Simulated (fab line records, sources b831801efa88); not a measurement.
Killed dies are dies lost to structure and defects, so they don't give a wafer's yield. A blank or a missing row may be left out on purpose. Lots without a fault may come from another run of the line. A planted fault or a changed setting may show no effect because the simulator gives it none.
Which tool did it? | flow sky130 | 13 lots, 39 wafers sampled, at 7 steps of a route of 708

WHAT THE GAUGES READ, wafer by wafer
SKY_VT_ADJUST_LVTN_OVL_MEAS_07.
lot  | measured     | on         | VT_ADJUST_LVTN_OVL (nm)
L644 | day 6 18:41  | overlay-01 | 2.7 3.3 0.5
L645 | day 7 07:02  | overlay-01 | 4.5 2.2 3.9
L646 | day 7 13:14  | overlay-01 | 0.1 -0.8 -1.4
L647 | day 7 15:54  | overlay-01 | 1.8 1.7 1.5
L648 | day 8 02:24  | overlay-02 | 2.4 4.4 2.7
L650 | day 8 14:40  | overlay-01 | 1.4 2.1 0.0
L652 | day 9 03:30  | overlay-01 | 0.7 2.4 1.9
L653 | day 9 06:41  | overlay-01 | 0.7 -0.1 0.9
L654 | day 9 13:29  | overlay-01 | 1.3 0.1 0.8
L656 | day 10 03:22 | overlay-01 | -0.5 3.7 1.9
L665 | day 12 13:42 | overlay-01 | 1.8 0.9 0.1
L666 | day 12 18:57 | overlay-02 | -1.1 1.3 -1.3
L667 | day 13 16:59 | overlay-01 | 0.0 0.1 -0.3

SKY_VT_ADJUST_NCORE_CD_MEAS_07: target cd 380 nm.
lot  | measured     | on        | cd_nm (nm)
L644 | day 8 09:48  | cd_sem-02 | 378.3 377.9 374.3
L645 | day 8 23:49  | cd_sem-02 | 382.3 380.9 379.7
L646 | day 9 05:33  | cd_sem-02 | 378.2 380.0 377.0
L647 | day 9 08:09  | cd_sem-02 | 377.7 379.1 378.4
L648 | day 9 20:24  | cd_sem-01 | 381.8 378.8 381.1
L650 | day 10 10:55 | cd_sem-02 | 381.7 378.0 382.5
L652 | day 11 00:53 | cd_sem-02 | 382.3 383.4 382.8
L653 | day 11 03:47 | cd_sem-02 | 379.2 379.9 378.8
L654 | day 11 10:58 | cd_sem-02 | - - -
L656 | day 12 00:58 | cd_sem-01 | 378.6 379.7 377.4
L665 | day 14 16:59 | cd_sem-02 | 382.3 379.8 379.8
L666 | day 14 22:59 | cd_sem-01 | 378.6 380.3 379.7
L667 | day 15 22:08 | cd_sem-01 | 376.8 374.7 376.5

SKY_VT_ADJUST_NCORE_TW_MEAS_11.
lot  | measured     | on            | VT_ADJUST_NCORE_TW
L644 | day 8 10:12  | film_metro-03 | 218.9 217.5 218.2
L645 | day 9 00:13  | film_metro-01 | 219.8 220.0 219.6
L646 | day 9 05:57  | film_metro-01 | 219.9 221.0 219.8
L647 | day 9 08:33  | film_metro-03 | 215.9 216.1 216.6
L648 | day 9 20:48  | film_metro-04 | 217.7 217.4 218.7
L650 | day 10 11:19 | film_metro-03 | 216.5 217.9 218.6
L652 | day 11 01:16 | film_metro-03 | 217.4 216.8 216.6
L653 | day 11 04:11 | film_metro-01 | 220.4 219.0 221.6
L654 | day 11 11:22 | film_metro-03 | 29.6 29.7 29.7
L656 | day 12 01:22 | film_metro-03 | 216.9 217.1 216.5
L665 | day 14 17:23 | film_metro-03 | 219.6 219.7 219.4
L666 | day 14 23:23 | film_metro-04 | 217.3 217.2 217.7
L667 | day 15 22:32 | film_metro-03 | 218.6 218.6 219.4

SKY_VT_ADJUST_HVTR_OVL_MEAS_08.
lot  | measured     | on         | VT_ADJUST_HVTR_OVL (nm)
L644 | day 9 06:13  | overlay-02 | 0.0 -1.0 -0.2
L645 | day 9 21:28  | overlay-01 | 1.3 0.7 2.0
L646 | day 10 04:10 | overlay-01 | 0.9 -0.6 -0.3
L647 | day 10 06:46 | overlay-01 | -0.3 -0.1 -0.4
L648 | day 10 19:46 | overlay-02 | -1.7 0.0 -1.2
L650 | day 11 09:01 | overlay-01 | -1.4 0.6 -1.2
L652 | day 12 00:19 | overlay-02 | 1.4 0.1 0.4
L653 | day 12 03:13 | overlay-01 | 2.4 0.6 1.1
L654 | day 12 11:11 | overlay-02 | -2.0 -1.6 -2.1
L656 | day 13 01:10 | overlay-02 | 0.3 2.5 2.7
L665 | day 15 20:01 | overlay-01 | 2.3 0.6 0.3
L666 | day 16 03:12 | overlay-01 | 0.6 1.9 0.3
L667 | day 17 02:33 | overlay-02 | -0.4 -0.1 -2.4

SKY_VT_ADJUST_HVTR_TW_MEAS_11.
lot  | measured     | on            | VT_ADJUST_HVTR_TW
L644 | day 9 06:30  | film_metro-02 | 211.7 211.6 211.6
L645 | day 9 21:46  | film_metro-01 | 212.0 211.6 212.1
L646 | day 10 04:26 | film_metro-02 | 209.3 209.1 210.1
L647 | day 10 07:03 | film_metro-01 | 211.3 211.5 211.4
L648 | day 10 20:02 | film_metro-03 | 208.8 208.3 210.1
L650 | day 11 09:19 | film_metro-03 | 209.0 208.9 209.8
L652 | day 12 00:37 | film_metro-02 | 211.0 210.1 209.3
L653 | day 12 03:31 | film_metro-03 | 209.8 209.4 209.1
L654 | day 12 11:28 | film_metro-02 | 261.2 261.1 261.9
L656 | day 13 01:28 | film_metro-03 | 210.0 209.3 209.8
L665 | day 15 20:19 | film_metro-01 | 212.3 210.4 212.9
L666 | day 16 03:29 | film_metro-02 | 210.6 210.1 209.6
L667 | day 17 02:50 | film_metro-01 | 208.2 209.5 209.1

WHICH TOOL RAN EACH LOT (tool, then ch and the chambers of the sampled wafers, then the start)
lot  | SKY_NWELL_STRIP_25                   | SKY_VT_ADJUST_NCORE_EXPOSE_04
L644 | plasma_asher-02 ch 0,1, day 5 04:41  | iline_stepper-02 ch 0, day 8 00:24
L645 | plasma_asher-03 ch 0,1, day 5 15:58  | iline_stepper-01 ch 0, day 8 13:32
L646 | plasma_asher-03 ch 0,1, day 5 21:33  | iline_stepper-01 ch 0, day 8 19:29
L647 | plasma_asher-03 ch 1, day 6 00:25    | iline_stepper-01 ch 0, day 8 21:51
L648 | plasma_asher-01 ch 0, day 6 09:47    | iline_stepper-01 ch 0, day 9 09:32
L650 | plasma_asher-01 ch 0,1, day 6 22:04  | iline_stepper-01 ch 0, day 9 23:50
L652 | plasma_asher-02 ch 0,1, day 7 10:43  | iline_stepper-01 ch 0, day 10 13:37
L653 | plasma_asher-03 ch 0,1, day 7 14:37  | iline_stepper-02 ch 0, day 10 17:22
L654 | plasma_asher-02 ch 0,1, day 7 18:40  | iline_stepper-02 ch 0, day 10 23:40
L656 | plasma_asher-01 ch 0,1, day 8 07:06  | iline_stepper-02 ch 0, day 11 13:26
L665 | plasma_asher-03 ch 0,1, day 10 14:36 | iline_stepper-02 ch 0, day 14 03:41
L666 | plasma_asher-02 ch 0,1, day 10 19:25 | iline_stepper-02 ch 0, day 14 09:29
L667 | plasma_asher-01 ch 0,1, day 11 14:40 | iline_stepper-02 ch 0, day 15 08:29
- SKY_NWELL_STRIP_25: strips in O2/N2.
- SKY_VT_ADJUST_NCORE_EXPOSE_04: exposes mask LVTN COMPLEMENT THIN, target cd 380 nm.

WHAT THE TOOLS THEMSELVES READ (means of the sampled wafers that have a number; where no wafer has one, the mark that the record gives instead)
SKY_NWELL_STRIP_25.
lot  | tool            | drypump_motor_current_A (A) | oes_product_au (a.u.) | strip_time_to_endpoint_s (s)
L644 | plasma_asher-02 | 5.8                         | 0.720                 | 37.12
L645 | plasma_asher-03 | 6.4                         | 0.720                 | 36.95
L646 | plasma_asher-03 | 6.4                         | 0.719                 | 37.00
L647 | plasma_asher-03 | 6.4                         | 0.715                 | 36.82
L648 | plasma_asher-01 | 6.0                         | 0.723                 | 37.13
L650 | plasma_asher-01 | 5.8                         | 0.721                 | 37.14
L652 | plasma_asher-02 | 5.8                         | 0.724                 | 36.96
L653 | plasma_asher-03 | 6.4                         | 0.726                 | 37.02
L654 | plasma_asher-02 | 5.7                         | 0.725                 | 36.97
L656 | plasma_asher-01 | 5.7                         | 0.722                 | 36.92
L665 | plasma_asher-03 | 6.4                         | 0.720                 | 36.89
L666 | plasma_asher-02 | 5.8                         | 0.723                 | 37.16
L667 | plasma_asher-01 | 5.7                         | 0.722                 | 37.04

THE ANSWER, worked out from the rows above alone
Rule: what is usual is taken from the lots themselves. Put in order of their means at a reading, lots are off if they are a third of the lots or fewer, leave a main group of 4 or more, and stand apart from it by a gap of 3 or more times the standard deviation of the main group's means; of several such gaps the widest counts. A main group whose means are all the same, to the digits that the tables above print for the reading, isn't used. A lot without any number at a reading at which 4 lots or more have one is off too. The other lots that the step has rows for count as sound. The gauges are gone through in route order, then the tools' own readings, and for those a lot's mean is taken as printed above. The first step at which some lot is off is used, and at that step the reading that is off furthest; a lot without a number counts as furthest.
Off: L654, at SKY_VT_ADJUST_NCORE_CD_MEAS_07 (cd_nm). Without a number there: L654. The main group: mean 379.4 nm, standard deviation 1.8.
A tool fits if, at a process step before that reading, it ran every lot that is off, and no sound lot after the first of them. The gauges at SKY_VT_ADJUST_NCORE_CD_MEAS_07 aren't tried: what is off there is off at SKY_VT_ADJUST_NCORE_TW_MEAS_11 too, on other tools, and a gauge's error can't cause that. None of those tried fits.

WHAT THE SIMULATOR HAD PUT IN
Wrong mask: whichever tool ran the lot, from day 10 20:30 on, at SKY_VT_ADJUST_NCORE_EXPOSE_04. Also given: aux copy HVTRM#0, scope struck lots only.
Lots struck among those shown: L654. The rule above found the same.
